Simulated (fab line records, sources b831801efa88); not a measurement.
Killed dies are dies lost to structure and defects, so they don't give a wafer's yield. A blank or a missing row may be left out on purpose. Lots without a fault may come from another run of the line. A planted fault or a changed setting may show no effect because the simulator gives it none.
Tool commonality check | flow sky130 | 14 lots, 48 wafers sampled

WHY IT WAS OPENED
At SKY_METAL2_RS_MEAS_05 the reading METAL2_ALCU_RS is flagged on 2 of 14 lots. Wafers without a fault read 0.1272 ohm/sq, standard deviation 0.0014.
Rule: a lot is flagged when every wafer of it that has a number lies more than 4 standard deviations from that mean, or none has a number. The other lots count as sound.

lot  | measured     | on            | METAL2_ALCU_RS (ohm/sq), wafer by wafer   | flag
L481 | day 34 03:04 | film_metro-01 | 0.1257 0.1270 0.1261                      |
L482 | day 34 13:15 | film_metro-03 | 0.1259 0.1283 0.1272                      |
L483 | day 34 20:30 | film_metro-03 | 0.1287 0.1267 0.1282                      |
L484 | day 34 22:15 | film_metro-03 | 0.1290 0.1285 0.1286                      |
L486 | day 35 18:02 | film_metro-04 | 0.1279 0.1264 0.1263                      |
L490 | day 37 07:39 | film_metro-04 | 0.0649 0.0652 0.0644 0.0649 0.0651 0.0645 | FLAGGED
L491 | day 37 16:40 | film_metro-01 | 0.0660 0.0656 0.0660 0.0659 0.0654 0.0662 | FLAGGED
L494 | day 38 10:28 | film_metro-03 | 0.1275 0.1292 0.1268                      |
L496 | day 38 23:14 | film_metro-01 | 0.1283 0.1261 0.1278                      |
L497 | day 39 07:57 | film_metro-01 | 0.1265 0.1260 0.1260                      |
L499 | day 39 22:00 | film_metro-03 | 0.1282 0.1284 0.1272                      |
L502 | day 40 15:14 | film_metro-03 | 0.1281 0.1265 0.1282                      |
L503 | day 40 18:35 | film_metro-01 | 0.1314 0.1288 0.1305                      |
L504 | day 41 09:29 | film_metro-01 | 0.1252 0.1257 0.1273                      |
The numbers of the flagged lots are 0.0653 ohm/sq on average: -0.0619 ohm/sq against the usual, or -44 standard deviations.

WHICH TOOL RAN EACH LOT
The record holds 3 process steps before the reading, out of a route of 708 steps. In each cell: the tool, then ch and the chambers that the sampled wafers went through, then the start.
lot  | flag    | SKY_VIA1_ETCH_14                   | SKY_METAL2_SPUTTER_02        | SKY_METAL2_SPUTTER_04
L481 |         | rie_diel-01 ch 1,3, day 34 01:33   | pvd_sputter-02, day 34 02:57 | pvd_sputter-02, day 34 02:59
L482 |         | rie_diel-02 ch 0,1,2, day 34 11:48 | pvd_sputter-01, day 34 13:10 | pvd_sputter-01, day 34 13:12
L483 |         | rie_diel-02 ch 0,2,3, day 34 19:03 | pvd_sputter-03, day 34 20:25 | pvd_sputter-03, day 34 20:27
L484 |         | rie_diel-04 ch 0,1,3, day 34 20:48 | pvd_sputter-01, day 34 22:10 | pvd_sputter-01, day 34 22:12
L486 |         | rie_diel-02 ch 0,2, day 35 16:15   | pvd_sputter-02, day 35 17:56 | pvd_sputter-02, day 35 17:59
L490 | FLAGGED | rie_diel-02 ch 0,3, day 37 06:12   | pvd_sputter-01, day 37 07:34 | pvd_sputter-01, day 37 07:36
L491 | FLAGGED | rie_diel-02 ch 1,3, day 37 15:12   | pvd_sputter-01, day 37 16:34 | pvd_sputter-01, day 37 16:36
L494 |         | rie_diel-04 ch 2,3, day 38 09:00   | pvd_sputter-02, day 38 10:22 | pvd_sputter-02, day 38 10:25
L496 |         | rie_diel-01 ch 1,2,3, day 38 21:41 | pvd_sputter-02, day 38 23:08 | pvd_sputter-02, day 38 23:11
L497 |         | rie_diel-01 ch 1,3, day 39 06:26   | pvd_sputter-03, day 39 07:50 | pvd_sputter-03, day 39 07:53
L499 |         | rie_diel-04 ch 1,3, day 39 20:33   | pvd_sputter-03, day 39 21:55 | pvd_sputter-03, day 39 21:57
L502 |         | rie_diel-04 ch 1,2,3, day 40 13:02 | pvd_sputter-01, day 40 15:07 | pvd_sputter-01, day 40 15:10
L503 |         | rie_diel-04 ch 2,3, day 40 16:48   | pvd_sputter-02, day 40 18:28 | pvd_sputter-02, day 40 18:31
L504 |         | rie_diel-02 ch 0,2,3, day 41 08:00 | pvd_sputter-01, day 41 09:24 | pvd_sputter-01, day 41 09:26
What these steps do:
- SKY_VIA1_ETCH_14: etches BARC in N2/H2, stops on SiO2, time 45.9 s, target depth 60 nm.
- SKY_METAL2_SPUTTER_02: material AlCu, target thk 250 nm, time 13.3 s.
- SKY_METAL2_SPUTTER_04: material TiN, target thk 70 nm, time 58.3 s.
- SKY_METAL2_RS_MEAS_05: measures by four-point-probe.

FLAGGED OVER TOTAL, TOOL BY TOOL (the gauges that took the reading come last)
step                  | tool           | lots run | flagged | share of the flagged lots | sound lots run after its first flagged lot
SKY_VIA1_ETCH_14      | rie_diel-01    | 3        | 0       | none                      | -
SKY_VIA1_ETCH_14      | rie_diel-02    | 6        | 2       | all                       | 1 (L504)
SKY_VIA1_ETCH_14      | rie_diel-04    | 5        | 0       | none                      | -
SKY_METAL2_SPUTTER_02 | pvd_sputter-01 | 6        | 2       | all                       | 2 (L502,L504)
SKY_METAL2_SPUTTER_02 | pvd_sputter-02 | 5        | 0       | none                      | -
SKY_METAL2_SPUTTER_02 | pvd_sputter-03 | 3        | 0       | none                      | -
SKY_METAL2_SPUTTER_04 | pvd_sputter-01 | 6        | 2       | all                       | 2 (L502,L504)
SKY_METAL2_SPUTTER_04 | pvd_sputter-02 | 5        | 0       | none                      | -
SKY_METAL2_SPUTTER_04 | pvd_sputter-03 | 3        | 0       | none                      | -
SKY_METAL2_RS_MEAS_05 | film_metro-01  | 6        | 1       | some                      | 4 (L496,L497,L503,L504)
SKY_METAL2_RS_MEAS_05 | film_metro-03  | 6        | 0       | none                      | -
SKY_METAL2_RS_MEAS_05 | film_metro-04  | 2        | 1       | some                      | 0

WHAT THE TABLE ALLOWS
3 rows of the table ran every flagged lot: rie_diel-02 at SKY_VIA1_ETCH_14, pvd_sputter-01 at SKY_METAL2_SPUTTER_02, pvd_sputter-01 at SKY_METAL2_SPUTTER_04.
- rie_diel-02 at SKY_VIA1_ETCH_14: 2 of its 6 lots flagged. Sound lots ran on it after the first flagged one (L504), which a lasting fault on the whole tool wouldn't allow.
- pvd_sputter-01 at SKY_METAL2_SPUTTER_02: 2 of its 6 lots flagged. Sound lots ran on it after the first flagged one (L502, L504), which a lasting fault on the whole tool wouldn't allow.
- pvd_sputter-01 at SKY_METAL2_SPUTTER_04: 2 of its 6 lots flagged. Sound lots ran on it after the first flagged one (L502, L504), which a lasting fault on the whole tool wouldn't allow.
No row of the table ran every flagged lot and no sound lot after the first.

WHAT THE SIMULATOR HAD PUT IN
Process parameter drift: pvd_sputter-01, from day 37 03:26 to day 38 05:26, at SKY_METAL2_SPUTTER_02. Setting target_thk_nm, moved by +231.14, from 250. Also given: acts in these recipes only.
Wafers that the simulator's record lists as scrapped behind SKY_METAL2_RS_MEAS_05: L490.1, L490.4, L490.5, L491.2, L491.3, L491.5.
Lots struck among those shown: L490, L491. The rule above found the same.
